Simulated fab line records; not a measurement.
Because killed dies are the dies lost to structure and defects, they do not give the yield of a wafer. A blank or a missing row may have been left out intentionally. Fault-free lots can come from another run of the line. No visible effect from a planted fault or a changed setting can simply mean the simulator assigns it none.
What tool caused it? -- flow sfq_line -- 14 lots, 42 wafers sampled, at 2 steps of a route of 325

## WHAT THE GAUGES SHOWED, per wafer
No reading from a measuring or inspecting step in the record can be judged against a usual standard deviation.

## WHAT TOOL EACH LOT RAN ON (gives the tool, then ch and the chambers of the sampled wafers, and finally the start)
lot,SFQ_TRILAYER_L0_CAP_PECVD_011,SFQ_TRILAYER_L0_VIA_ETCH_VIA_ETCH_016
L464,"pecvd-03 ch 0,1,2, day 3 13:19","rie_diel-04 ch 2,3, day 5 16:07"
L466,"pecvd-01 ch 0,1,2, day 4 00:07","rie_diel-04 ch 0,1,3, day 6 02:55"
L467,"pecvd-03 ch 0,1, day 4 03:54","rie_diel-02 ch 0,1,2, day 6 06:31"
L468,"pecvd-02 ch 0,1,2, day 4 09:43","rie_diel-02 ch 0,1,3, day 6 10:07"
L469,"pecvd-03 ch 1,2, day 4 14:31","rie_diel-04 ch 0,1,3, day 6 17:21"
L473,"pecvd-02 ch 0,2, day 5 19:30","rie_diel-04 ch 0,1,2, day 8 01:03"
L474,"pecvd-03 ch 0,1,2, day 5 22:56","rie_diel-04 ch 0,1, day 8 04:39"
L475,"pecvd-01 ch 1,2, day 6 04:55","rie_diel-04 ch 0,1, day 8 11:51"
L478,"pecvd-02 ch 0,1,2, day 6 21:38","rie_diel-03 ch 0,1,2, day 9 03:27"
L479,"pecvd-01 ch 0,1, day 7 01:13","rie_diel-02 ch 0,1,2, day 9 08:15"
L480,"pecvd-02 ch 0,1, day 7 09:31","rie_diel-03 ch 0,2,3, day 9 16:39"
L483,"pecvd-03 ch 0,1, day 8 00:11","rie_diel-03 ch 1,2,3, day 10 09:27"
L485,"pecvd-03 ch 0,1,2, day 8 10:16","rie_diel-02 ch 2,3, day 10 22:39"
L486,"pecvd-01 ch 0,2, day 8 16:26","rie_diel-02 ch 0,2, day 11 05:51"
- SFQ_TRILAYER_L0_CAP_PECVD_011: deposits SiO2 from SiH4/N2O, time 13.333 s, target thk 60 nm.
- SFQ_TRILAYER_L0_VIA_ETCH_VIA_ETCH_016: etches SiO2 in CHF3, stops on MoNx KI, target depth 80 nm.

## WHAT THE TOOLS THEMSELVES READ (means of the sampled wafers that have a number; where no wafer has one, the mark that the record gives instead)
SFQ_TRILAYER_L0_CAP_PECVD_011. Usual: heater_power_w 82 W, standard deviation 14; rf_fwd_power_W 180.1 W, standard deviation 1; showerhead_vpp_V 837 V, standard deviation 37; throttle_valve_pct 24.7 %, standard deviation 1.1.
lot,tool,heater_power_w (W),rf_fwd_power_W (W),showerhead_vpp_V (V),throttle_valve_pct (%),flag
L464,pecvd-03,86,180.1,846,23.8,
L466,pecvd-01,80,180.6,854,24.0,
L467,pecvd-03,98,179.2,870,23.9,
L468,pecvd-02,77,179.0,801,26.2,
L469,pecvd-03,81,180.7,822,23.8,
L473,pecvd-02,96,179.4,795,25.9,
L474,pecvd-03,87,180.2,855,24.0,
L475,pecvd-01,84,181.1,844,24.4,
L478,pecvd-02,79,179.6,805,26.2,
L479,pecvd-01,78,181.1,848,25.0,
L480,pecvd-02,65,179.1,816,26.1,
L483,pecvd-03,90,179.5,880,24.0,
L485,pecvd-03,84,179.3,855,24.0,
L486,pecvd-01,80,181.0,863,24.2,

SFQ_TRILAYER_L0_VIA_ETCH_VIA_ETCH_016. Usual: bias_w 80.02 W, standard deviation 0.25; chamber_pressure_mTorr 30.001 mTorr, standard deviation 0.027; drypump_motor_current_A 5.86 A, standard deviation 0.24; oes_product_au 0.844 a.u., standard deviation 0.0083; rf_fwd_power_W 494.9 W, standard deviation 2.1.
lot,tool,bias_w (W),chamber_pressure_mTorr (mTorr),drypump_motor_current_A (A),oes_product_au (a.u.),rf_fwd_power_W (W),flag
L464,rie_diel-04,80.01,29.983,5.84,0.844,493.8,
L466,rie_diel-04,79.99,30.005,5.78,0.845,494.7,
L467,rie_diel-02,80.19,30.003,6.06,0.848,496.7,
L468,rie_diel-02,80.00,29.992,5.97,0.839,495.8,
L469,rie_diel-04,79.90,29.983,5.77,0.835,494.6,
L473,rie_diel-04,79.97,29.991,5.77,0.846,493.2,
L474,rie_diel-04,79.96,30.019,5.75,0.854,496.5,
L475,rie_diel-04,79.97,30.001,5.74,0.853,495.7,
L478,rie_diel-03,80.01,29.999,6.00,0.841,494.2,
L479,rie_diel-02,80.00,30.042,6.09,0.843,493.8,
L480,rie_diel-03,79.97,29.977,5.72,0.840,496.4,
L483,rie_diel-03,79.86,30.012,5.75,0.990,497.0,OFF
L485,rie_diel-02,79.74,29.984,6.01,0.998,493.2,OFF
L486,rie_diel-02,80.11,30.014,6.09,0.849,493.6,

## THE ANSWER, worked out from the rows above alone
Rule: a lot is off if the mean of its wafers that have a number lies more than 3 standard deviations from the usual mean. A lot without any number at a reading at which 4 lots or more have one is off too. Where the step has rows for the other lots, those lots are counted as sound. The gauges are gone through in route order, then the tools' own readings, and for those a lot's mean is taken as printed above. The first step at which some lot is off is used, and at that step the reading that is off furthest; a lot without a number counts as furthest.
Off: L483, L485 (SFQ_TRILAYER_L0_VIA_ETCH_VIA_ETCH_016, oes_product_au).
If a tool, at that step or one of the process steps before it, ran each lot that is off and ran no sound lot following the first of them, it fits. One candidate fits, namely pecvd-03 at SFQ_TRILAYER_L0_CAP_PECVD_011. A fault onset in the window from L474 (day 5 22:56, its last sound lot) to L483 (day 8 00:11, its first lot off) fits.

## WHAT THE SIMULATOR PUT IN
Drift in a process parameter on pecvd-03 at SFQ_TRILAYER_L0_CAP_PECVD_011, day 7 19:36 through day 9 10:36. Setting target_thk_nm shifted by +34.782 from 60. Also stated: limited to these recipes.
Shown lots that were struck: L483, L485. The rule above found the same.
